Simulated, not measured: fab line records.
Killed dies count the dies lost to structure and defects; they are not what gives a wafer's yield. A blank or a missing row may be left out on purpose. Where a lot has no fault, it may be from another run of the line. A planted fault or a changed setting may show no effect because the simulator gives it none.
fab line records	flow sky130
record: lots: 24	wafers: 72	last_day: 50
route steps=708 shown METAL2@483 VIA2@510 VIA3@576 CAP2M@606 PASSIVATION@683
lots that met no fault: taken from a fault-free run of the same line
start_h: start of the lot's first displayed wafer, in hours after the record's first day	wait_h: hours elapsed since this lot's preceding step	" identical to the entry in the row above	L1.1+2: one row covering several wafers at once	- no value present, or no start provided	* or withheld: withheld	< > ~ a bound
route shown NAME@n: a module of which the file shows steps, and the number in the route of the first	usual: mean and standard deviation over wafers with no fault	same: alike in all rows	chamber/n: place in a boat	sites: each site's reading	_std_site: the values' standard deviation	_edge_site: inner sites' mean taken away from outer sites' mean	radius_mm: for every site, how far away it sits from the centre of the wafer	mask NAME#n: copy n	behind: tool/chamber where the wafer was last shaped	hold: the reason the lot was held/the length of the hold in hours/how it ended	device: names the non-switching transistor (n, p or np)	end of line: the route-end tests of the same wafers	for a step that has no rows: nothing shown but its recipe	killed: at the first sort, the dies lost to defects and structure; wafer yield is something else	map: a wafer's dies, marking killed ones x, the rest . and places with no die _
set.NAME: the setting the step ran with; set.NAME@STEP: the setting that earlier step ran with	model.NAME: the simulator's own value behind a step, which no gauge read
steps of the route over a sample of lots; a table a step, a row a wafer
services: when a tool's chamber went out of use (start_h, in hours from the record's first day, below 0 if earlier), for how many hours, and the reason
== steps ==
step: SKY_METAL2_SPUTTER_00
recipe: material: Ti	target_thk_nm: 15	power_w: 3000	time_s: 10	chamber_pressure_pa: 0.4
usual: throttle_valve_pct: 30.2/1.1
lot.wafer	tool	chamber	start_h	wait_h	throttle_valve_pct
L074.2	pvd_sputter-02	-	786.47	0.1	29.6
L074.5	"	-	"	"	31.3
L074.6	"	-	"	"	29.9
L075.1	pvd_sputter-01	-	791.26	0.1	31.5
L075.2	"	-	"	"	31.6
L075.3	"	-	"	"	30.5
L076.3	pvd_sputter-02	-	802.88	0.2	30.0
L076.4	"	-	"	"	31.0
L076.5	"	-	"	"	30.4
L077.1	pvd_sputter-04	-	809.87	0.1	28.8
L077.3	"	-	"	"	28.0
L077.4	"	-	"	"	31.1
L078.1	pvd_sputter-01	-	820.53	0.1	30.4
L078.2	"	-	"	"	31.5
L078.5	"	-	"	"	29.8
L079.1	pvd_sputter-01	-	826.73	0.1	30.3
L079.2	"	-	"	"	31.7
L079.3	"	-	"	"	29.7
L080.1	pvd_sputter-02	-	836.58	0.1	31.4
L080.2	"	-	"	"	31.1
L080.6	"	-	"	"	30.4
L081.1	pvd_sputter-02	-	847.53	0.2	31.4
L081.2	"	-	"	"	29.8
L081.5	"	-	"	"	31.5
L082.1	pvd_sputter-02	-	870.02	0.2	31.2
L082.4	"	-	"	"	29.9
L082.6	"	-	"	"	30.1
L085.1	pvd_sputter-04	-	878.83	0.1	28.8
L085.4	"	-	"	"	30.3
L085.6	"	-	"	"	28.8
L084.2	pvd_sputter-02	-	884.78	0.2	30.2
L084.3	"	-	"	"	30.9
L084.6	"	-	"	"	31.0
L083.1	pvd_sputter-02	-	885.51	0.1	29.9
L083.3	"	-	"	"	30.9
L083.5	"	-	"	"	30.1
L086.2	pvd_sputter-02	-	893.43	0.1	30.8
L086.3	"	-	"	"	30.2
L086.6	"	-	"	"	30.2
L087.3	pvd_sputter-04	-	894.43	0.1	31.2
L087.4	"	-	"	"	28.7
L087.6	"	-	"	"	30.7
L088.2	pvd_sputter-02	-	898.39	0.2	30.3
L088.3	"	-	"	"	30.1
L088.6	"	-	"	"	31.2
L089.4	pvd_sputter-04	-	908.89	0.2	31.1
L089.5	"	-	"	"	28.7
L089.6	"	-	"	"	28.1
L090.1	pvd_sputter-04	-	915.57	0.1	28.9
L090.3	"	-	"	"	28.1
L090.5	"	-	"	"	31.2
L091.1	pvd_sputter-04	-	917.75	0.1	28.2
L091.2	"	-	"	"	31.0
L091.5	"	-	"	"	29.0
L092.2	pvd_sputter-04	-	936.82	0.1	31.5
L092.3	"	-	"	"	28.9
L092.6	"	-	"	"	30.3
L093.1	pvd_sputter-04	-	937.51	0.2	28.8
L093.3	"	-	"	"	30.4
L093.4	"	-	"	"	31.3
L094.3	pvd_sputter-02	-	938.17	0.1	29.8
L094.4	"	-	"	"	31.0
L094.6	"	-	"	"	30.0
L095.2	pvd_sputter-04	-	946.19	0.1	28.8
L095.4	"	-	"	"	28.3
L095.5	"	-	"	"	28.0
L096.1	pvd_sputter-02	-	954.38	0.1	30.9
L096.3	"	-	"	"	29.7
L096.5	"	-	"	"	31.0
L097.2	pvd_sputter-02	-	962.83	0.2	31.0
L097.3	"	-	"	"	30.3
L097.6	"	-	"	"	29.9
step: SKY_METAL2_CD_MEAS_15
recipe: target_cd_nm: 140
usual: cd_nm: 139.8/1.3
lot.wafer	tool	chamber	start_h	wait_h	cd_nm
L074.2	cd_sem-01	-	813.47	-	139.4
L074.5	"	-	"	"	139.6
L074.6	"	-	"	"	140.4
L075.1	cd_sem-02	-	817.90	-	140.7
L075.2	"	-	"	"	139.0
L075.3	"	-	"	"	139.0
L076.3	cd_sem-01	-	829.82	-	138.7
L076.4	"	-	"	"	138.3
L076.5	"	-	"	"	139.0
L077.1	cd_sem-02	-	836.96	-	140.7
L077.3	"	-	"	"	140.6
L077.4	"	-	"	"	140.6
L078.1	cd_sem-02	-	847.96	-	139.8
L078.2	"	-	"	"	138.1
L078.5	"	-	"	"	139.6
L079.1	cd_sem-02	-	853.91	-	140.3
L079.2	"	-	"	"	140.5
L079.3	"	-	"	"	138.9
L080.1	cd_sem-01	-	863.66	-	138.6
L080.2	"	-	"	"	138.9
L080.6	"	-	"	"	138.1
L081.1	cd_sem-02	-	874.76	-	139.9
L081.2	"	-	"	"	140.6
L081.5	"	-	"	"	139.7
L082.1	cd_sem-01	-	895.70	-	137.7
L082.4	"	-	"	"	136.1
L082.6	"	-	"	"	137.1
L085.1	cd_sem-02	-	906.96	-	138.8
L085.4	"	-	"	"	137.7
L085.6	"	-	"	"	138.9
L084.2	cd_sem-02	-	909.78	-	141.5
L084.3	"	-	"	"	142.3
L084.6	"	-	"	"	139.9
L083.1	cd_sem-02	-	911.01	-	140.2
L083.3	"	-	"	"	140.4
L083.5	"	-	"	"	139.8
L086.2	cd_sem-02	-	917.48	-	140.3
L086.3	"	-	"	"	138.6
L086.6	"	-	"	"	138.9
L087.3	cd_sem-02	-	919.40	-	139.8
L087.4	"	-	"	"	140.4
L087.6	"	-	"	"	139.6
L088.2	cd_sem-01	-	923.72	-	139.8
L088.3	"	-	"	"	140.0
L088.6	"	-	"	"	140.2
L089.4	cd_sem-01	-	934.37	-	140.0
L089.5	"	-	"	"	139.9
L089.6	"	-	"	"	140.1
L090.1	cd_sem-01	-	940.36	-	141.6
L090.3	"	-	"	"	140.8
L090.5	"	-	"	"	142.3
L091.1	cd_sem-01	-	943.41	-	139.0
L091.2	"	-	"	"	138.2
L091.5	"	-	"	"	137.3
L092.2	cd_sem-01	-	961.23	-	143.4
L092.3	"	-	"	"	142.6
L092.6	"	-	"	"	142.4
L093.1	cd_sem-01	-	961.86	-	140.2
L093.3	"	-	"	"	141.9
L093.4	"	-	"	"	140.0
L094.3	cd_sem-01	-	962.50	-	139.6
L094.4	"	-	"	"	140.3
L094.6	"	-	"	"	140.0
L095.2	cd_sem-01	-	970.53	-	139.2
L095.4	"	-	"	"	139.0
L095.5	"	-	"	"	139.3
L096.1	cd_sem-01	-	978.16	-	140.1
L096.3	"	-	"	"	141.0
L096.5	"	-	"	"	140.3
L097.2	cd_sem-02	-	987.08	-	139.0
L097.3	"	-	"	"	140.3
L097.6	"	-	"	"	141.6
step: SKY_VIA2_BOW_MEAS_03
recipe: mode: bow
usual: VIA2_BOW: 86/8.2
lot.wafer	tool	chamber	start_h	wait_h	VIA2_BOW[um]
L074.2	film_metro-01	-	814.89	0.2	86
L074.5	"	-	"	"	92
L074.6	"	-	"	"	90
L075.1	film_metro-01	-	819.36	0.2	86
L075.2	"	-	"	"	92
L075.3	"	-	"	"	92
L076.3	film_metro-04	-	831.24	0.2	74
L076.4	"	-	"	"	78
L076.5	"	-	"	"	104
L077.1	film_metro-04	-	838.43	0.3	81
L077.3	"	-	"	"	84
L077.4	"	-	"	"	91
L078.1	film_metro-04	-	849.38	0.2	76
L078.2	"	-	"	"	104
L078.5	"	-	"	"	97
L079.1	film_metro-03	-	855.34	0.1	98
L079.2	"	-	"	"	96
L079.3	"	-	"	"	78
L080.1	film_metro-01	-	865.30	0.1	87
L080.2	"	-	"	"	99
L080.6	"	-	"	"	87
L081.1	film_metro-04	-	876.18	0.1	75
L081.2	"	-	"	"	84
L081.5	"	-	"	"	87
L082.1	film_metro-01	-	897.30	0.1	74
L082.4	"	-	"	"	88
L082.6	"	-	"	"	92
L085.1	film_metro-04	-	908.81	0.1	79
L085.4	"	-	"	"	77
L085.6	"	-	"	"	74
L084.2	film_metro-04	-	911.26	0.1	95
L084.3	"	-	"	"	96
L084.6	"	-	"	"	100
L083.1	film_metro-01	-	912.77	0.2	92
L083.3	"	-	"	"	78
L083.5	"	-	"	"	83
L086.2	film_metro-04	-	919.23	0.2	85
L086.3	"	-	"	"	86
L086.6	"	-	"	"	86
L087.3	film_metro-03	-	921.16	0.2	88
L087.4	"	-	"	"	85
L087.6	"	-	"	"	91
L088.2	film_metro-01	-	925.80	0.2	87
L088.3	"	-	"	"	85
L088.6	"	-	"	"	85
L089.4	film_metro-03	-	935.85	0.2	90
L089.5	"	-	"	"	84
L089.6	"	-	"	"	92
L090.1	film_metro-03	-	942.14	0.1	72
L090.3	"	-	"	"	88
L090.5	"	-	"	"	73
L091.1	film_metro-04	-	945.25	0.2	90
L091.2	"	-	"	"	97
L091.5	"	-	"	"	99
L092.2	film_metro-01	-	962.67	0.2	84
L092.3	"	-	"	"	80
L092.6	"	-	"	"	72
L093.1	film_metro-04	-	963.29	0.1	76
L093.3	"	-	"	"	75
L093.4	"	-	"	"	80
L094.3	film_metro-04	-	964.39	0.2	101
L094.4	"	-	"	"	104
L094.6	"	-	"	"	105
L095.2	film_metro-01	-	971.95	0.3	77
L095.4	"	-	"	"	79
L095.5	"	-	"	"	78
L096.1	film_metro-04	-	979.61	0.2	73
L096.3	"	-	"	"	81
L096.5	"	-	"	"	85
L097.2	film_metro-04	-	988.68	0.2	86
L097.3	"	-	"	"	95
L097.6	"	-	"	"	79
step: SKY_VIA3_BOW_MEAS_03
recipe: mode: bow
usual: VIA3_BOW: 79/8.5
lot.wafer	tool	chamber	start_h	wait_h	VIA3_BOW[um]
L074.2	film_metro-02	-	896.81	0.2	80
L074.5	"	-	"	"	85
L074.6	"	-	"	"	84
L075.1	film_metro-01	-	902.57	0.2	86
L075.2	"	-	"	"	91
L075.3	"	-	"	"	93
L076.3	film_metro-01	-	912.24	0.2	67
L076.4	"	-	"	"	71
L076.5	"	-	"	"	96
L077.1	film_metro-01	-	919.81	0.2	69
L077.3	"	-	"	"	75
L077.4	"	-	"	"	80
L078.1	film_metro-01	-	930.26	0.1	72
L078.2	"	-	"	"	99
L078.5	"	-	"	"	92
L079.1	film_metro-03	-	936.30	0.2	93
L079.2	"	-	"	"	92
L079.3	"	-	"	"	72
L080.1	film_metro-03	-	943.09	0.1	76
L080.2	"	-	"	"	88
L080.6	"	-	"	"	76
L081.1	film_metro-01	-	954.75	0.2	65
L081.2	"	-	"	"	73
L081.5	"	-	"	"	79
L082.1	film_metro-01	-	973.07	0.2	69
L082.4	"	-	"	"	81
L082.6	"	-	"	"	86
L085.1	film_metro-01	-	986.26	0.2	76
L085.4	"	-	"	"	73
L085.6	"	-	"	"	69
L084.2	film_metro-01	-	987.86	0.1	84
L084.3	"	-	"	"	87
L084.6	"	-	"	"	90
L083.1	film_metro-01	-	990.16	0.2	84
L083.3	"	-	"	"	71
L083.5	"	-	"	"	76
L086.2	film_metro-02	-	996.96	0.1	77
L086.3	"	-	"	"	79
L086.6	"	-	"	"	78
L087.3	film_metro-01	-	997.28	0.3	80
L087.4	"	-	"	"	77
L087.6	"	-	"	"	83
L088.2	film_metro-03	-	1000.76	0.2	87
L088.3	"	-	"	"	84
L088.6	"	-	"	"	83
L089.4	film_metro-02	-	1010.25	0.2	77
L089.5	"	-	"	"	72
L089.6	"	-	"	"	81
L090.1	film_metro-03	-	1017.09	0.1	64
L090.3	"	-	"	"	81
L090.5	"	-	"	"	66
L091.1	film_metro-01	-	1019.09	0.2	75
L091.2	"	-	"	"	83
L091.5	"	-	"	"	84
L092.2	film_metro-02	-	1035.83	0.1	79
L092.3	"	-	"	"	78
L092.6	"	-	"	"	69
L093.1	film_metro-01	-	1036.62	0.1	68
L093.3	"	-	"	"	66
L093.4	"	-	"	"	70
L094.3	film_metro-01	-	1037.20	0.3	92
L094.4	"	-	"	"	95
L094.6	"	-	"	"	96
L095.2	film_metro-01	-	1044.84	0.2	71
L095.4	"	-	"	"	72
L095.5	"	-	"	"	71
L096.1	film_metro-03	-	1052.50	0.2	71
L096.3	"	-	"	"	79
L096.5	"	-	"	"	80
L097.2	film_metro-01	-	1059.49	0.3	75
L097.3	"	-	"	"	84
L097.6	"	-	"	"	69
step: SKY_CAP2M_RS_MEAS_03
recipe: thk_meas_gauge: four-point-probe	reads: TiN_of_CAP2M_SPUTTER_02
usual: CAP2M_TIN_RS: 6.93/0.077
lot.wafer	tool	chamber	start_h	wait_h	CAP2M_TIN_RS[ohm/sq]
L074.2	film_metro-04	-	924.00	0.1	7.00
L074.5	"	-	"	"	6.86
L074.6	"	-	"	"	6.92
L075.1	film_metro-04	-	929.72	0.1	6.94
L075.2	"	-	"	"	6.91
L075.3	"	-	"	"	6.83
L076.3	film_metro-04	-	938.35	0.1	6.96
L076.4	"	-	"	"	7.01
L076.5	"	-	"	"	7.01
L077.1	film_metro-02	-	946.19	0.1	6.90
L077.3	"	-	"	"	6.97
L077.4	"	-	"	"	7.11
L078.1	film_metro-03	-	955.95	0.1	6.88
L078.2	"	-	"	"	7.16
L078.5	"	-	"	"	6.90
L079.1	film_metro-03	-	962.12	0.1	6.79
L079.2	"	-	"	"	6.87
L079.3	"	-	"	"	6.87
L080.1	film_metro-04	-	969.50	0.1	6.92
L080.2	"	-	"	"	7.00
L080.6	"	-	"	"	7.01
L081.1	film_metro-02	-	980.86	0.1	6.88
L081.2	"	-	"	"	6.89
L081.5	"	-	"	"	7.04
L082.1	film_metro-02	-	998.87	0.1	6.96
L082.4	"	-	"	"	7.05
L082.6	"	-	"	"	6.90
L085.1	film_metro-02	-	1011.37	0.1	7.07
L085.4	"	-	"	"	6.98
L085.6	"	-	"	"	7.02
L084.2	film_metro-02	-	1012.74	0.1	6.88
L084.3	"	-	"	"	6.86
L084.6	"	-	"	"	6.81
L083.1	film_metro-03	-	1014.51	0.1	6.83
L083.3	"	-	"	"	6.87
L083.5	"	-	"	"	6.88
L086.2	film_metro-04	-	1022.11	0.1	6.80
L086.3	"	-	"	"	6.79
L086.6	"	-	"	"	6.91
L087.3	film_metro-02	-	1022.17	0.1	6.93
L087.4	"	-	"	"	7.03
L087.6	"	-	"	"	6.97
L088.2	film_metro-02	-	1025.64	0.1	6.77
L088.3	"	-	"	"	6.86
L088.6	"	-	"	"	6.78
L089.4	film_metro-03	-	1035.15	0.1	6.87
L089.5	"	-	"	"	6.80
L089.6	"	-	"	"	6.83
L090.1	film_metro-04	-	1040.98	0.1	6.87
L090.3	"	-	"	"	6.93
L090.5	"	-	"	"	6.88
L091.1	film_metro-03	-	1042.80	0.1	6.99
L091.2	"	-	"	"	7.01
L091.5	"	-	"	"	7.06
L092.2	film_metro-02	-	1059.34	0.1	6.90
L092.3	"	-	"	"	6.88
L092.6	"	-	"	"	6.95
L093.1	film_metro-02	-	1060.74	0.1	6.99
L093.3	"	-	"	"	7.06
L093.4	"	-	"	"	7.01
L094.3	film_metro-02	-	1061.61	0.1	6.94
L094.4	"	-	"	"	6.92
L094.6	"	-	"	"	6.96
L095.2	film_metro-02	-	1068.39	0.1	6.92
L095.4	"	-	"	"	6.91
L095.5	"	-	"	"	6.93
L096.1	film_metro-03	-	1076.19	0.1	6.90
L096.3	"	-	"	"	6.91
L096.5	"	-	"	"	6.92
L097.2	film_metro-02	-	1082.05	0.1	7.08
L097.3	"	-	"	"	7.00
L097.6	"	-	"	"	7.00
step: SKY_PASSIVATION_CVD_02
recipe: material: Si3N4	target_thk_nm: 540	temp_c: 400	time_s: withheld	rf_w: 450
usual: heater_power_w: 699/85
lot.wafer	tool	chamber	start_h	wait_h	heater_power_w
L074.2	pecvd-01	2	1021.90	0.0	875
L074.5	"	2	"	"	872
L074.6	"	1	"	"	660
L075.1	pecvd-03	2	1028.85	0.1	708
L075.2	"	0	"	"	790
L075.3	"	0	"	"	810
L076.3	pecvd-03	2	1036.26	0.1	643
L076.4	"	0	"	"	768
L076.5	"	2	"	"	672
L077.1	pecvd-03	0	1043.27	0.1	807
L077.3	"	0	"	"	658
L077.4	"	2	"	"	574
L078.1	pecvd-02	2	1053.25	0.1	522
L078.2	"	0	"	"	730
L078.5	"	0	"	"	760
L079.1	pecvd-01	2	1057.31	0.1	893
L079.2	"	0	"	"	757
L079.3	"	1	"	"	647
L080.1	pecvd-02	2	1064.36	0.1	633
L080.2	"	1	"	"	579
L080.6	"	2	"	"	509
L081.1	pecvd-01	2	1075.76	0.1	814
L081.2	"	1	"	"	644
L081.5	"	0	"	"	715
L082.1	pecvd-03	2	1091.09	0.1	623
L082.4	"	1	"	"	709
L082.6	"	2	"	"	652
L085.1	pecvd-03	1	1101.55	0.1	761
L085.4	"	0	"	"	670
L085.6	"	1	"	"	627
L084.2	pecvd-02	2	1102.36	0.0	635
L084.3	"	0	"	"	699
L084.6	"	1	"	"	709
L083.1	pecvd-01	2	1104.35	0.1	800
L083.3	"	1	"	"	645
L083.5	"	1	"	"	684
L086.2	pecvd-03	0	1110.55	0.0	766
L086.3	"	1	"	"	635
L086.6	"	1	"	"	675
L087.3	pecvd-02	1	1110.85	0.0	628
L087.4	"	2	"	"	630
L087.6	"	0	"	"	732
L088.2	pecvd-02	2	1113.17	0.0	514
L088.3	"	0	"	"	736
L088.6	"	2	"	"	553
L089.4	pecvd-01	0	1122.27	0.1	784
L089.5	"	1	"	"	668
L089.6	"	2	"	"	779
L090.1	pecvd-01	2	1127.18	0.1	808
L090.3	"	0	"	"	804
L090.5	"	0	"	"	820
L091.1	pecvd-03	1	1129.44	0.1	656
L091.2	"	0	"	"	771
L091.5	"	0	"	"	805
L092.2	pecvd-03	0	1143.51	0.0	808
L092.3	"	2	"	"	598
L092.6	"	2	"	"	631
L093.1	pecvd-01	2	1144.42	0.1	865
L093.3	"	1	"	"	677
L093.4	"	0	"	"	774
L094.3	pecvd-02	0	1146.22	0.0	733
L094.4	"	1	"	"	680
L094.6	"	2	"	"	506
L095.2	pecvd-01	1	1151.57	0.0	571
L095.4	"	2	"	"	797
L095.5	"	0	"	"	772
L096.1	pecvd-03	2	1158.90	0.1	581
L096.3	"	1	"	"	732
L096.5	"	1	"	"	768
L097.2	pecvd-02	0	1164.20	0.0	748
L097.3	"	2	"	"	636
L097.6	"	2	"	"	509
== services ==
tool	chamber	start_h	hours	kind
pecvd-03	-	763.36	1.0	repair
pvd_sputter-02	-	768.60	6.7	repair
pecvd-02	2	783.73	10.9	repair
pvd_sputter-02	-	792.76	5.5	repair
pecvd-01	-	813.87	0.9	repair
pvd_sputter-04	-	824.54	15.2	repair
pecvd-03	-	831.99	1.9	repair
pecvd-01	-	834.75	1.8	repair
pvd_sputter-04	-	845.26	5.4	repair
pvd_sputter-04	-	848.16	11.0	repair
pecvd-03	2	890.67	5.8	repair
pecvd-03	-	894.77	2.5	repair
pecvd-02	-	902.48	0.9	repair
pvd_sputter-02	-	906.10	0.5	repair
pvd_sputter-01	-	935.25	5.0	repair
pvd_sputter-02	3	937.70	-	consumable_replace:kit
pvd_sputter-04	-	991.57	2.5	repair
pecvd-03	1	999.80	4.8	repair
pecvd-02	1	1032.40	1.9	repair
pecvd-02	-	1079.16	0.4	repair
pecvd-02	-	1080.93	5.5	pm
pecvd-03	1	1144.44	8.3	repair
pecvd-02	2	1150.34	2.2	repair
pvd_sputter-02	-	1153.58	1.0	repair
== key ==
fault none
